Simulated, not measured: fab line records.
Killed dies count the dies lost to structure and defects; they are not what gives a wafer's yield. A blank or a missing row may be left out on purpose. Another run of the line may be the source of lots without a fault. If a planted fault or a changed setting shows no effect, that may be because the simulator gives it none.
What tool caused it? :: flow sky130 :: 12 lots, 36 wafers sampled, at 5 steps of a route of 708

WHAT THE GAUGES SHOWED, per wafer
SKY_SONOS_ONO_THK_MEAS_01. Usual: for SONOS_ONO_OXIDATION_THK the level is 2.59 nm and the standard deviation is 0.059.
lot: L306
measured: day 11 09:58
on: filmMetro-03
SONOS_ONO_OXIDATION_THK (nm): 2.59 2.58 2.61
flag: 

lot: L307
measured: day 11 21:02
on: filmMetro-04
SONOS_ONO_OXIDATION_THK (nm): 2.56 2.46 2.54
flag: 

lot: L309
measured: day 12 05:44
on: filmMetro-02
SONOS_ONO_OXIDATION_THK (nm): 2.57 2.59 2.55
flag: 

lot: L310
measured: day 12 20:04
on: filmMetro-03
SONOS_ONO_OXIDATION_THK (nm): 2.63 2.69 2.68
flag: 

lot: L311
measured: day 13 08:04
on: filmMetro-02
SONOS_ONO_OXIDATION_THK (nm): 2.48 2.51 2.58
flag: 

lot: L315
measured: day 14 10:59
on: filmMetro-03
SONOS_ONO_OXIDATION_THK (nm): 2.41 2.37 2.38
flag: OFF

lot: L316
measured: day 14 18:45
on: filmMetro-03
SONOS_ONO_OXIDATION_THK (nm): 2.27 2.29 2.26
flag: OFF

lot: L317
measured: day 15 07:05
on: filmMetro-03
SONOS_ONO_OXIDATION_THK (nm): 2.72 2.68 2.70
flag: 

lot: L323
measured: day 17 05:34
on: filmMetro-04
SONOS_ONO_OXIDATION_THK (nm): 2.62 2.66 2.62
flag: 

lot: L326
measured: day 18 10:18
on: filmMetro-04
SONOS_ONO_OXIDATION_THK (nm): 2.66 2.64 2.65
flag: 

lot: L327
measured: day 18 16:16
on: filmMetro-03
SONOS_ONO_OXIDATION_THK (nm): 2.59 2.60 2.60
flag: 

lot: L329
measured: day 19 09:40
on: filmMetro-03
SONOS_ONO_OXIDATION_THK (nm): 2.60 2.60 2.65
flag: 

SKY_METAL2_CD_MEAS_15: target cd 140 nm. Usual: cdNm 139.8 nm, standard deviation 1.6.
lot: L306
measured: day 34 21:49
on: cdSem-02
cdNm (nm): 138.4 138.5 139.0
flag: 

lot: L307
measured: day 35 08:21
on: cdSem-02
cdNm (nm): 139.5 139.5 140.3
flag: 

lot: L309
measured: day 35 19:30
on: cdSem-02
cdNm (nm): 140.6 139.8 139.2
flag: 

lot: L310
measured: day 36 12:56
on: cdSem-02
cdNm (nm): 141.3 139.9 140.2
flag: 

lot: L311
measured: day 37 02:51
on: cdSem-02
cdNm (nm): 140.5 139.1 139.3
flag: 

lot: L315
measured: day 38 03:25
on: cdSem-02
cdNm (nm): 137.3 137.4 136.8
flag: 

lot: L316
measured: day 39 14:16
on: cdSem-01
cdNm (nm): 137.7 138.1 138.1
flag: 

lot: L317
measured: day 39 10:16
on: cdSem-02
cdNm (nm): 139.9 140.6 139.8
flag: 

lot: L323
measured: day 40 11:58
on: cdSem-01
cdNm (nm): 141.5 140.8 141.2
flag: 

lot: L326
measured: day 41 13:41
on: cdSem-01
cdNm (nm): 140.4 140.5 141.4
flag: 

lot: L327
measured: day 41 18:39
on: cdSem-01
cdNm (nm): 139.9 140.6 141.2
flag: 

lot: L329
measured: day 42 01:58
on: cdSem-01
cdNm (nm): 137.5 139.4 138.1
flag: 

TOOL THAT RAN EACH LOT (tool first, then ch and the chambers of the sampled wafers, then the start)
lot: L306
SKY_SONOS_ONO_OXIDATION_00: furnace-02 ch 0, day 11 08:36
SKY_METAL1_SPUTTER_04: pvdSputter-02, day 31 09:22
SKY_VIA1_CMP_02: cmp-02 ch 1,3, day 32 14:39

lot: L307
SKY_SONOS_ONO_OXIDATION_00: furnace-01 ch 0, day 11 19:41
SKY_METAL1_SPUTTER_04: pvdSputter-02, day 31 20:23
SKY_VIA1_CMP_02: cmp-01 ch 0,2,3, day 33 00:23

lot: L309
SKY_SONOS_ONO_OXIDATION_00: furnace-01 ch 0, day 12 04:23
SKY_METAL1_SPUTTER_04: pvdSputter-03, day 32 08:44
SKY_VIA1_CMP_02: cmp-01 ch 1,2, day 33 12:37

lot: L310
SKY_SONOS_ONO_OXIDATION_00: furnace-01 ch 0, day 12 18:42
SKY_METAL1_SPUTTER_04: pvdSputter-01, day 33 02:34
SKY_VIA1_CMP_02: cmp-01 ch 0,1,3, day 34 06:20

lot: L311
SKY_SONOS_ONO_OXIDATION_00: furnace-01 ch 0, day 13 06:44
SKY_METAL1_SPUTTER_04: pvdSputter-01, day 33 16:50
SKY_VIA1_CMP_02: cmp-01 ch 0,2,3, day 34 20:38

lot: L315
SKY_SONOS_ONO_OXIDATION_00: furnace-01 ch 0, day 14 09:38
SKY_METAL1_SPUTTER_04: pvdSputter-03, day 34 18:00
SKY_VIA1_CMP_02: cmp-01 ch 0,1,3, day 35 21:07

lot: L316
SKY_SONOS_ONO_OXIDATION_00: furnace-01 ch 0, day 14 17:23
SKY_METAL1_SPUTTER_04: pvdSputter-02, day 36 05:05
SKY_VIA1_CMP_02: cmp-02 ch 0,2,3, day 37 08:58

lot: L317
SKY_SONOS_ONO_OXIDATION_00: furnace-02 ch 0, day 15 05:44
SKY_METAL1_SPUTTER_04: pvdSputter-02, day 36 02:34
SKY_VIA1_CMP_02: cmp-01 ch 1,2,3, day 37 05:47

lot: L323
SKY_SONOS_ONO_OXIDATION_00: furnace-02 ch 0, day 17 04:13
SKY_METAL1_SPUTTER_04: pvdSputter-01, day 37 06:23
SKY_VIA1_CMP_02: cmp-02 ch 0,1,3, day 38 08:56

lot: L326
SKY_SONOS_ONO_OXIDATION_00: furnace-01 ch 0, day 18 08:56
SKY_METAL1_SPUTTER_04: pvdSputter-03, day 38 08:40
SKY_VIA1_CMP_02: cmp-01 ch 0,2,3, day 39 11:03

lot: L327
SKY_SONOS_ONO_OXIDATION_00: furnace-01 ch 0, day 18 14:56
SKY_METAL1_SPUTTER_04: pvdSputter-03, day 38 13:11
SKY_VIA1_CMP_02: cmp-02 ch 0,1,2, day 39 15:40

lot: L329
SKY_SONOS_ONO_OXIDATION_00: furnace-02 ch 0, day 19 08:19
SKY_METAL1_SPUTTER_04: pvdSputter-03, day 38 22:14
SKY_VIA1_CMP_02: cmp-01 ch 0,3, day 39 23:58
- SKY_SONOS_ONO_OXIDATION_00: stabilise 600 s, purge 300 s, target thk 2.6 nm.
- SKY_METAL1_SPUTTER_04: material TiN, target thk 70 nm, time 58.3 s.
- SKY_VIA1_CMP_02: polishes SiO2.

AS READ BY THE TOOLS THEMSELVES (means over the sampled wafers that have a number; for cases with no such wafer, the mark the record gives instead)
SKY_SONOS_ONO_OXIDATION_00. Usual: spikeTcBottomC 820.6 C, standard deviation 0.96; spikeTcCentreC 800.9 C, standard deviation 1; spikeTcLowerC 801.8 C, standard deviation 1.1; spikeTcTopC 813 C, standard deviation 4.4; spikeTcUpperC 801.2 C, standard deviation 1.3; tubeCenterTempC 800.01 C, standard deviation 0.067; tube_center_temp_C_max 802.04, standard deviation 0.29; zonePowerLowerPct 14.5 %, standard deviation 1.8.
lot: L306
tool: furnace-02
spikeTcBottomC (C): 820.4
spikeTcCentreC (C): 800.9
spikeTcLowerC (C): 801.6
spikeTcTopC (C): 816
spikeTcUpperC (C): 800.0
tubeCenterTempC (C): 799.97
tube_center_temp_C_max: 802.32
zonePowerLowerPct (%): 16.0
flag: 

lot: L307
tool: furnace-01
spikeTcBottomC (C): 820.4
spikeTcCentreC (C): 802.1
spikeTcLowerC (C): 801.0
spikeTcTopC (C): 808
spikeTcUpperC (C): 802.4
tubeCenterTempC (C): 800.00
tube_center_temp_C_max: 802.12
zonePowerLowerPct (%): 12.1
flag: 

lot: L309
tool: furnace-01
spikeTcBottomC (C): 819.8
spikeTcCentreC (C): 801.4
spikeTcLowerC (C): 801.4
spikeTcTopC (C): 808
spikeTcUpperC (C): 801.6
tubeCenterTempC (C): 800.08
tube_center_temp_C_max: 801.95
zonePowerLowerPct (%): 12.2
flag: 

lot: L310
tool: furnace-01
spikeTcBottomC (C): 820.4
spikeTcCentreC (C): 801.6
spikeTcLowerC (C): 801.8
spikeTcTopC (C): 808
spikeTcUpperC (C): 802.3
tubeCenterTempC (C): 800.06
tube_center_temp_C_max: 801.97
zonePowerLowerPct (%): 12.2
flag: 

lot: L311
tool: furnace-01
spikeTcBottomC (C): 819.7
spikeTcCentreC (C): 801.8
spikeTcLowerC (C): 802.8
spikeTcTopC (C): 808
spikeTcUpperC (C): 802.7
tubeCenterTempC (C): 800.04
tube_center_temp_C_max: 802.07
zonePowerLowerPct (%): 12.2
flag: 

lot: L315
tool: furnace-01
spikeTcBottomC (C): 813.4
spikeTcCentreC (C): 795.1
spikeTcLowerC (C): 795.5
spikeTcTopC (C): 801
spikeTcUpperC (C): 795.9
tubeCenterTempC (C): 793.50
tube_center_temp_C_max: 795.61
zonePowerLowerPct (%): 12.0
flag: OFF

lot: L316
tool: furnace-01
spikeTcBottomC (C): 814.1
spikeTcCentreC (C): 795.0
spikeTcLowerC (C): 794.9
spikeTcTopC (C): 801
spikeTcUpperC (C): 795.5
tubeCenterTempC (C): 793.43
tube_center_temp_C_max: 795.38
zonePowerLowerPct (%): 12.2
flag: OFF

lot: L317
tool: furnace-02
spikeTcBottomC (C): 821.1
spikeTcCentreC (C): 801.3
spikeTcLowerC (C): 802.1
spikeTcTopC (C): 816
spikeTcUpperC (C): 801.0
tubeCenterTempC (C): 800.07
tube_center_temp_C_max: 802.07
zonePowerLowerPct (%): 15.8
flag: 

lot: L323
tool: furnace-02
spikeTcBottomC (C): 820.9
spikeTcCentreC (C): 801.0
spikeTcLowerC (C): 800.8
spikeTcTopC (C): 817
spikeTcUpperC (C): 800.5
tubeCenterTempC (C): 800.03
tube_center_temp_C_max: 802.02
zonePowerLowerPct (%): 15.8
flag: 

lot: L326
tool: furnace-01
spikeTcBottomC (C): 819.6
spikeTcCentreC (C): 802.1
spikeTcLowerC (C): 802.5
spikeTcTopC (C): 807
spikeTcUpperC (C): 802.7
tubeCenterTempC (C): 800.00
tube_center_temp_C_max: 802.10
zonePowerLowerPct (%): 12.1
flag: 

lot: L327
tool: furnace-01
spikeTcBottomC (C): 821.5
spikeTcCentreC (C): 801.3
spikeTcLowerC (C): 802.0
spikeTcTopC (C): 808
spikeTcUpperC (C): 801.0
tubeCenterTempC (C): 800.03
tube_center_temp_C_max: 801.93
zonePowerLowerPct (%): 12.3
flag: 

lot: L329
tool: furnace-02
spikeTcBottomC (C): 820.1
spikeTcCentreC (C): 800.0
spikeTcLowerC (C): 801.8
spikeTcTopC (C): 816
spikeTcUpperC (C): 801.1
tubeCenterTempC (C): 800.01
tube_center_temp_C_max: 802.05
zonePowerLowerPct (%): 15.8
flag: 

SKY_METAL1_SPUTTER_04. Usual: throttleValvePct 30.3 %, standard deviation 0.74.
lot: L306
tool: pvdSputter-02
throttleValvePct (%): 31.2
flag: 

lot: L307
tool: pvdSputter-02
throttleValvePct (%): 31.2
flag: 

lot: L309
tool: pvdSputter-03
throttleValvePct (%): 30.6
flag: 

lot: L310
tool: pvdSputter-01
throttleValvePct (%): 30.4
flag: 

lot: L311
tool: pvdSputter-01
throttleValvePct (%): 30.2
flag: 

lot: L315
tool: pvdSputter-03
throttleValvePct (%): 30.1
flag: 

lot: L316
tool: pvdSputter-02
throttleValvePct (%): 30.6
flag: 

lot: L317
tool: pvdSputter-02
throttleValvePct (%): 30.9
flag: 

lot: L323
tool: pvdSputter-01
throttleValvePct (%): 29.8
flag: 

lot: L326
tool: pvdSputter-03
throttleValvePct (%): 30.7
flag: 

lot: L327
tool: pvdSputter-03
throttleValvePct (%): 30.1
flag: 

lot: L329
tool: pvdSputter-03
throttleValvePct (%): 30.0
flag: 

SKY_VIA1_CMP_02. Usual: motorCurrentA 12.2 A, standard deviation 1.2; retainingRingPressureFrac 1.000, standard deviation 0.005.
lot: L306
tool: cmp-02
motorCurrentA (A): 13.0
retainingRingPressureFrac: 1.000
flag: 

lot: L307
tool: cmp-01
motorCurrentA (A): 12.8
retainingRingPressureFrac: 0.998
flag: 

lot: L309
tool: cmp-01
motorCurrentA (A): 12.5
retainingRingPressureFrac: 1.002
flag: 

lot: L310
tool: cmp-01
motorCurrentA (A): 11.6
retainingRingPressureFrac: 1.004
flag: 

lot: L311
tool: cmp-01
motorCurrentA (A): 12.7
retainingRingPressureFrac: 0.994
flag: 

lot: L315
tool: cmp-01
motorCurrentA (A): 11.9
retainingRingPressureFrac: 0.999
flag: 

lot: L316
tool: cmp-02
motorCurrentA (A): 12.1
retainingRingPressureFrac: 1.007
flag: 

lot: L317
tool: cmp-01
motorCurrentA (A): 12.6
retainingRingPressureFrac: 0.995
flag: 

lot: L323
tool: cmp-02
motorCurrentA (A): 11.8
retainingRingPressureFrac: 0.998
flag: 

lot: L326
tool: cmp-01
motorCurrentA (A): 12.4
retainingRingPressureFrac: 1.007
flag: 

lot: L327
tool: cmp-02
motorCurrentA (A): 11.4
retainingRingPressureFrac: 0.999
flag: 

lot: L329
tool: cmp-01
motorCurrentA (A): 12.3
retainingRingPressureFrac: 1.002
flag: 

THE ANSWER, worked out from the rows above alone
Rule: lot off if the mean of its wafers having a number is beyond 3 standard deviations from the usual mean. A lot without any number at a reading at which 4 lots or more have one is off too. Any other lot the step has rows for is counted as sound. After the gauges, taken in route order, come the tools' own readings; for these a lot's mean is taken, as printed above. At the first step where some lot is off, the reading lying furthest off is the one used; lots without a number count as furthest.
Off: L315, L316, seen at SKY_SONOS_ONO_THK_MEAS_01 (SONOS_ONO_OXIDATION_THK).
A tool fits if, at a process step before that reading, it ran every lot that is off, and no sound lot after the first of them. Not tried: the gauges at SKY_SONOS_ONO_THK_MEAS_01; whatever is off there is also off at SKY_SONOS_ONO_OXIDATION_00, on other tools, and gauge error can't account for it. Not one of the candidates tried fits.

WHAT HAD BEEN PUT IN BY THE SIMULATOR
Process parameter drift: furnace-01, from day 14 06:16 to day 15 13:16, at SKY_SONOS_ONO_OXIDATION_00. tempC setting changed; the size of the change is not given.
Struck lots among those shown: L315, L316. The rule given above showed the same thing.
